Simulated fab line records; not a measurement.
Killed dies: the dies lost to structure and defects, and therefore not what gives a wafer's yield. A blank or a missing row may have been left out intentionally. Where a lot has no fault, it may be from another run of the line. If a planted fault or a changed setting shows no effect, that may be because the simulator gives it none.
fab line records    flow sky130
[record] lots = 5  wafers = 15  last-day = 50
route steps=708 shown VIA3@588
lots that met no fault: taken from a fault-free run of the same line
start-h: hours from the record's first day to the start of the lot's first wafer shown    wait-h: how many hours have passed since the lot's step before this one    " as in the row above    L1.1+2: one row covering several wafers at once    - no value, or no start given    * or withheld: withheld    < > ~ a bound
route shown NAME@n: names a module that has steps shown in the file, with the first one's number in the route    usual: mean and standard deviation over wafers with no fault    same: alike in all rows    chamber/n: place in a boat    sites: per-site readings    _std_site: standard deviation across them    _edge_site: the outer-site mean with the inner-site mean subtracted    radius-mm: how far each site lies from the wafer's centre    mask NAME#n: copy n    behind: the last tool/chamber to shape the wafer    hold: the reason the lot was held/the length of the hold in hours/how it ended    device: names the non-switching transistor (n, p or np)    end of line: at the end of the route, the tests of the same wafers    for a step that has no rows: nothing shown but its recipe    killed: at the first sort, the dies lost to defects and structure; wafer yield is something else    map: dies across one wafer; x = killed, . = not, _ = none there
set.NAME: setting as actually run; set.NAME@STEP: the setting as run at that earlier step    model.NAME: the simulator's own value behind a step, which no gauge read
a table for each step, a row for each wafer; lots at some steps of the route
services: a tool's chamber out of use, with start hour (start-h, from the record's first day; less than 0 if before it), hours out, and reason
[[steps]]
[step SKY_VIA3_ETCH_15]
[recipe] target = SiO2  chemistry = C4F8/O2/Ar  target-depth-nm = 507  stop-on = TiN  mask-material = KrF-thick  source-w = 1500  bias-w = 1200  pressure-mtorr = 40  c4f8-flow-sccm = withheld  O2_flow_sccm = 6  Ar_flow_sccm = 300  time-s = 78
[usual] oes-product-au = 0.947/0.0047  rf-fwd-power-W = 1488/6
lot.wafer  tool         chamber  start-h  wait-h  oes-product-au  rf-fwd-power-W  rf-hours-counter-h
L086.2     rie-diel-01  1        1019.09  0.0     0.954           1489            22
L086.4     "            0        "        "       0.947           1497            11
L086.6     "            0        "        "       0.946           1498            -
L089.2     rie-diel-03  2        1033.89  0.0     0.944           1488            19
L089.3     "            3        "        "       0.941           1486            21
L089.4     "            0        "        "       0.944           1472            13
L091.1     rie-diel-04  0        1061.33  0.0     0.949           1494            14
L091.3     "            1        "        "       0.942           1495            15
L091.5     "            1        "        "       0.947           1496            -
L093.1     rie-diel-03  3        1064.33  0.0     0.944           1484            22
L093.2     "            0        "        "       0.949           1496            14
L093.6     "            1        "        "       0.945           1495            -
L097.1     rie-diel-03  2        1074.54  0.0     0.952           1484            21
L097.2     "            3        "        "       0.941           1482            22
L097.5     "            0        "        "       0.947           1494            -
[step SKY_VIA3_STRIP_16]
[recipe] chemistry = O2/N2  power-w = 1400  pressure-mtorr = 1500  platen-temp-c = withheld  o2-flow-sccm = 3000  n2-flow-sccm = 300  overash-fraction = 0.5
[usual] drypump-motor-current-A = 5.7/0.49  oes-product-au = 0.402/0.0049  strip-time-to-endpoint-s = 4.127/0.019
lot.wafer  tool             chamber  start-h  wait-h  drypump-motor-current-A  oes-product-au  rf-hours-counter-h  strip-time-to-endpoint-s
L086.2     plasma-asher-04  1        1019.15  0.0     5.0                      0.403           89                  4.143
L086.4     "                1        "        "       5.0                      0.407           -                   4.141
L086.6     "                0        "        "       6.2                      0.404           -                   4.155
L089.2     plasma-asher-02  1        1033.95  0.0     5.9                      0.411           58                  4.119
L089.3     "                1        "        "       5.9                      0.404           -                   4.137
L089.4     "                0        "        "       5.8                      0.397           -                   4.117
L091.1     plasma-asher-02  1        1061.39  0.0     5.9                      0.401           61                  4.093
L091.3     "                1        "        "       5.9                      0.405           -                   4.118
L091.5     "                1        "        "       5.9                      0.409           -                   4.085
L093.1     plasma-asher-02  0        1064.39  0.0     5.8                      0.396           62                  4.136
L093.2     "                1        "        "       5.9                      0.403           62                  4.146
L093.6     "                1        "        "       5.9                      0.403           -                   4.121
L097.1     plasma-asher-02  1        1074.60  0.0     5.9                      0.396           63                  4.107
L097.2     "                0        "        "       5.8                      0.398           63                  4.099
L097.5     "                1        "        "       5.9                      0.415           -                   4.100
[step SKY_VIA3_STRIP_17]
[recipe] chemistry = post-etch-residue-remover  time-s = 1200  temp-c = 72.5
lot.wafer   tool          chamber  start-h  wait-h
L086.2+4+6  wet-bench-03  2        1019.25  0.1
L089.2+3+4  wet-bench-04  1        1034.05  0.1
L091.1+3+5  wet-bench-02  1        1061.49  0.1
L093.1+2+6  wet-bench-04  2        1064.49  0.1
L097.1+2+5  wet-bench-02  0        1074.70  0.1
[step SKY_VIA3_CLEAN_18]
[recipe] chemistry = IPA  time-s = 180  temp-c = 25
lot.wafer   tool          chamber  start-h  wait-h
L086.2+4+6  wet-bench-04  3        1019.75  0.2
L089.2+3+4  wet-bench-02  0        1034.46  0.0
L091.1+3+5  wet-bench-04  1        1061.83  0.0
L093.1+2+6  wet-bench-03  0        1064.86  0.0
L097.1+2+5  wet-bench-04  3        1075.08  0.0
[step SKY_VIA3_CLEAN_19]
[recipe] chemistry = O3/DIW  dry = n2-spin
lot.wafer   tool          chamber  start-h  wait-h
L086.2+4+6  wet-bench-04  1        1019.91  0.1
L089.2+3+4  wet-bench-03  3        1034.52  0.0
L091.1+3+5  wet-bench-02  1        1061.89  0.0
L093.1+2+6  wet-bench-02  3        1065.13  0.2
L097.1+2+5  wet-bench-03  1        1075.14  0.0
[step SKY_VIA3_SPUTTER_20]
[recipe] material = TiN  target-thk-nm = 20  chamber-pressure-pa = 5  power-w = 4000  time-s = 80
[usual] throttle-valve-pct = 30.2/0.84
lot.wafer  tool            chamber  start-h  wait-h  throttle-valve-pct
L086.2     pvd-sputter-01  -        1020.01  0.0     28.8
L086.4     "               -        "        "       30.7
L086.6     "               -        "        "       29.4
L089.2     pvd-sputter-04  -        1034.61  0.0     30.4
L089.3     "               -        "        "       29.8
L089.4     "               -        "        "       31.2
L091.1     pvd-sputter-02  -        1061.99  0.0     30.2
L091.3     "               -        "        "       29.8
L091.5     "               -        "        "       31.4
L093.1     pvd-sputter-01  -        1065.23  0.0     30.2
L093.2     "               -        "        "       29.1
L093.6     "               -        "        "       30.7
L097.1     pvd-sputter-01  -        1075.24  0.0     30.7
L097.2     "               -        "        "       32.1
L097.5     "               -        "        "       30.4
[step SKY_VIA3_CVD_21]
[recipe] material = W  target-thk-nm = 390  time-s = 117.31  temp-c = 400  pressure-torr = 40
[usual] heater-power-w = 853/140
lot.wafer  tool      chamber  start-h  wait-h  heater-power-w
L086.2     cvd-w-02  0        1020.07  0.0     844
L086.4     "         1        "        "       781
L086.6     "         1        "        "       773
L089.2     cvd-w-02  0        1034.67  0.0     848
L089.3     "         0        "        "       848
L089.4     "         1        "        "       786
L091.1     cvd-w-01  0        1062.05  0.0     695
L091.3     "         0        "        "       730
L091.5     "         1        "        "       1087
L093.1     cvd-w-01  0        1065.29  0.0     702
L093.2     "         1        "        "       1080
L093.6     "         0        "        "       712
L097.1     cvd-w-02  0        1075.30  0.0     860
L097.2     "         1        "        "       792
L097.5     "         1        "        "       794
[step SKY_VIA3_RS_MEAS_22]
[recipe] thk-meas-gauge = four-point-probe  reads = W_of_VIA3_CVD_21+TiN_of_VIA3_SPUTTER_20
[usual] VIA3_W_RS = 0.2946/0.0027
lot.wafer  tool           chamber  start-h  wait-h  VIA3_W_RS[ohm/sq]
L086.2     film-metro-01  -        1020.22  0.1     0.2935
L086.4     "              -        "        "       0.2906
L086.6     "              -        "        "       0.2929
L089.2     film-metro-02  -        1034.81  0.1     0.2964
L089.3     "              -        "        "       0.2966
L089.4     "              -        "        "       0.2926
L091.1     film-metro-02  -        1062.17  0.1     0.2952
L091.3     "              -        "        "       0.2935
L091.5     "              -        "        "       0.2930
L093.1     film-metro-01  -        1065.41  0.1     0.2961
L093.2     "              -        "        "       0.2940
L093.6     "              -        "        "       0.2961
L097.1     film-metro-04  -        1075.42  0.1     0.2930
L097.2     "              -        "        "       0.2960
L097.5     "              -        "        "       0.2934
[step SKY_VIA3_THK_MEAS_23]
[recipe] thk-meas-gauge = xrf  reads = W_of_VIA3_CVD_21
[usual] VIA3_W_THK = 396/6.6
lot.wafer  tool           chamber  start-h  wait-h  VIA3_W_THK[nm]
L086.2     film-metro-01  -        1020.33  0.1     400
L086.4     "              -        "        "       402
L086.6     "              -        "        "       402
L089.2     film-metro-02  -        1034.92  0.1     397
L089.3     "              -        "        "       393
L089.4     "              -        "        "       400
L091.1     film-metro-02  -        1062.29  0.1     395
L091.3     "              -        "        "       396
L091.5     "              -        "        "       397
L093.1     film-metro-01  -        1065.53  0.1     397
L093.2     "              -        "        "       400
L093.6     "              -        "        "       397
L097.1     film-metro-04  -        1075.54  0.1     393
L097.2     "              -        "        "       389
L097.5     "              -        "        "       393
[[services]]
tool            chamber  start-h  hours  kind
rie-diel-01     2        1002.50  4.6    repair
pvd-sputter-02  1        1023.38  -      consumable-replace:kit
pvd-sputter-02  1        1023.38  18.0   scheduled-down
pvd-sputter-02  1        1023.38  18.0   vent-cycle
pvd-sputter-01  -        1044.90  6.3    repair
rie-diel-03     1        1044.98  3.5    repair
rie-diel-03     0        1045.85  3.9    repair
pvd-sputter-04  2        1045.86  -      consumable-replace:kit
pvd-sputter-04  2        1045.86  18.0   scheduled-down
pvd-sputter-04  2        1045.86  18.0   vent-cycle
pvd-sputter-02  -        1048.85  1.9    repair
rie-diel-03     1        1072.13  7.4    repair
[[key]]
fault none
